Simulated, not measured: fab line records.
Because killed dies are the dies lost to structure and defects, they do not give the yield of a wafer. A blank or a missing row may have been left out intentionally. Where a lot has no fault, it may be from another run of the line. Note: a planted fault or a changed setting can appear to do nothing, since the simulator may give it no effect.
What tool caused it? ; flow sky130 ; 13 lots, 39 wafers sampled, at 5 steps of a route of 708

== WHAT THE GAUGES READ, wafer by wafer ==
SKY_FIELD_ISO_BOW_MEAS_00.
lot;measured;on;INCOMING_BOW (um)
L437;day 1 10:02;film metro-02;6 -5 6
L440;day 2 01:00;film metro-02;-7 8 -3
L442;day 2 11:01;film metro-01;-3 -6 -8
L445;day 3 02:01;film metro-02;10 -5 -9
L447;day 3 12:01;film metro-04;-2 -1 -5
L448;day 3 17:02;film metro-02;-5 8 -6
L449;day 3 22:00;film metro-01;-9 6 2
L455;day 5 04:01;film metro-01;-2 4 -3
L456;day 5 09:00;film metro-04;10 5 -1
L457;day 5 14:00;film metro-01;8 7 -9
L458;day 5 19:04;film metro-02;0 -4 10
L459;day 6 00:00;film metro-04;-6 -10 -3
L460;day 6 05:04;film metro-01;-7 -1 2

SKY_NWELL_RS_MEAS_29: measures by four-point-probe.
lot;measured;on;NWELL_RS (ohm/sq)
L437;day 5 04:19;film metro-03;625.5 624.6 627.4
L440;day 6 13:38;film metro-02;625.8 627.1 626.7
L442;day 7 11:12;film metro-03;623.6 623.7 623.3
L445;day 7 18:48;film metro-02;622.5 623.7 623.2
L447;day 8 00:14;film metro-01;623.6 624.9 623.8
L448;day 8 00:55;film metro-03;624.3 624.4 627.1
L449;day 8 16:41;film metro-02;623.7 625.0 622.9
L455;day 10 01:29;film metro-02;624.0 623.6 624.3
L456;day 10 05:22;film metro-01;624.1 624.7 623.0
L457;day 10 10:23;film metro-01;635.6 634.3 633.1 635.1 635.3 632.6
L458;day 11 00:08;film metro-02;631.7 630.9 631.6 633.3 632.0 630.0
L459;day 11 04:19;film metro-01;620.6 622.4 622.8
L460;day 11 05:41;film metro-01;622.0 624.6 623.1

SKY_VT_ADJUST_PCH_OVL_MEAS_07.
lot;measured;on;VT_ADJUST_PCH_OVL (nm)
L437;day 10 10:14;overlay-02;0.2 0.9 0.0
L440;day 12 01:23;overlay-02;-1.0 0.7 1.0
L442;day 13 06:41;overlay-02;1.9 0.0 0.7
L445;day 13 15:56;overlay-02;-0.2 -1.5 0.6
L447;day 13 21:38;overlay-01;-0.3 -0.5 -1.3
L448;day 13 22:59;overlay-02;-0.7 0.3 2.1
L449;day 14 21:59;overlay-02;-1.2 -0.2 1.2
L455;day 16 13:23;overlay-02;0.7 1.0 0.4
L456;day 16 17:55;overlay-01;1.0 0.6 2.2
L457;day 16 22:47;overlay-01;1.0 3.2 1.4
L458;day 17 16:30;overlay-01;-0.2 -0.7 -0.1
L459;day 17 21:07;overlay-02;1.4 2.7 3.4
L460;day 18 00:38;overlay-01;-0.1 1.2 -1.0

SKY_LDD_P_CD_MEAS_07 targets a cd of 380 nm.
lot;measured;on;cd nm (nm)
L437;day 19 07:25;cd sem-01;380.8 383.4 378.6
L440;day 20 23:46;cd sem-01;385.7 385.7 382.7
L442;day 22 13:33;cd sem-02;382.6 379.9 382.5
L445;day 23 05:15;cd sem-02;381.5 381.6 380.5
L447;day 23 11:57;cd sem-01;377.7 375.0 380.1
L448;day 23 14:04;cd sem-01;380.6 380.6 381.2
L449;day 24 08:50;cd sem-01;378.2 378.4 378.4
L455;day 25 23:32;cd sem-01;374.2 374.3 376.5
L456;day 26 01:13;cd sem-02;383.0 382.4 382.9
L457;day 26 07:44;cd sem-01;382.9 383.4 383.7
L458;day 27 03:47;cd sem-01;382.5 380.5 382.7
L459;day 27 06:10;cd sem-01;376.0 381.5 379.7
L460;day 27 09:20;cd sem-02;380.7 379.6 379.0

== TOOL THAT RAN EACH LOT (tool first, then ch and the chambers of the sampled wafers, then the start) ==
lot;SKY_NWELL_IMPLANT_11
L437;implanter-04 ch 0, day 4 09:55
L440;implanter-03 ch 0, day 5 17:28
L442;implanter-02 ch 0, day 6 13:54
L445;implanter-03 ch 0, day 6 22:15
L447;implanter-02 ch 0, day 7 03:18
L448;implanter-03 ch 0, day 7 04:01
L449;implanter-03 ch 0, day 7 20:13
L455;implanter-03 ch 0, day 9 02:33
L456;implanter-02 ch 0, day 9 05:10
L457;implanter-03 ch 0, day 9 11:43
L458;implanter-03 ch 0, day 9 23:56
L459;implanter-02 ch 0, day 10 03:46
L460;implanter-02 ch 0, day 10 05:27
- SKY_NWELL_IMPLANT_11

== AS READ BY THE TOOLS THEMSELVES (means over the sampled wafers that have a number; for cases with no such wafer, the mark the record gives instead) ==
SKY_NWELL_IMPLANT_11.
lot;tool;beam energy keV;faraday current uA
L437;implanter-04;399.97;110.2
L440;implanter-03;400.00;107.8
L442;implanter-02;400.12;106.4
L445;implanter-03;399.92;105.7
L447;implanter-02;400.02;104.1
L448;implanter-03;399.97;107.1
L449;implanter-03;399.84;108.4
L455;implanter-03;400.03;107.7
L456;implanter-02;399.92;106.8
L457;implanter-03;380.96;105.0
L458;implanter-03;380.96;105.5
L459;implanter-02;400.09;108.6
L460;implanter-02;399.95;108.2

== THE ANSWER, worked out from the rows above alone ==
Rule: usual is defined by the lots themselves. Put in order of their means at a reading, lots are off if they are a third of the lots or fewer, leave a main group of 4 or more, and stand apart from it by a gap of 3 or more times the standard deviation of the main group's means; of several such gaps the widest counts. A main group whose means are all the same, to the digits that the tables above print for the reading, isn't used. Also off: a lot with no number at a reading for which 4 or more lots have one. All remaining lots with rows at the step are treated as sound. First the gauges in route order, then the tools' own readings, where a lot's mean is used as printed above. The first step at which some lot is off is used, and at that step the reading that is off furthest; a lot without a number counts as furthest.
Off: L457, L458, seen at SKY_NWELL_RS_MEAS_29 (NWELL_RS). The main group: mean 624.1 ohm/sq, standard deviation 1.2.
If a tool, at a process step before that reading, ran all the lots that are off and no sound lot after the first of them, it fits. Not tried: the gauges at SKY_NWELL_RS_MEAS_29; whatever is off there is also off at SKY_NWELL_IMPLANT_11, on other tools, and gauge error can't account for it. One candidate fits, namely implanter-03 at SKY_NWELL_IMPLANT_11. Its last sound lot is L455 (day 9 02:33), its first lot that is off L457 (day 9 11:43): a fault that began between those two fits.
On the lots that are off, the tool's own readings at SKY_NWELL_IMPLANT_11 differ by more than 5 times the standard deviation of the sound lots' means, which bears it out; beam energy keV reads 380.96 there versus 399.98 on the sound lots.

== WHAT WAS PUT IN BY THE SIMULATOR ==
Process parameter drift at SKY_NWELL_IMPLANT_11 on implanter-03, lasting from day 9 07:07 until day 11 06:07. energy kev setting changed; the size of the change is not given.
Shown lots that were struck: L457, L458. Same finding as the rule above.
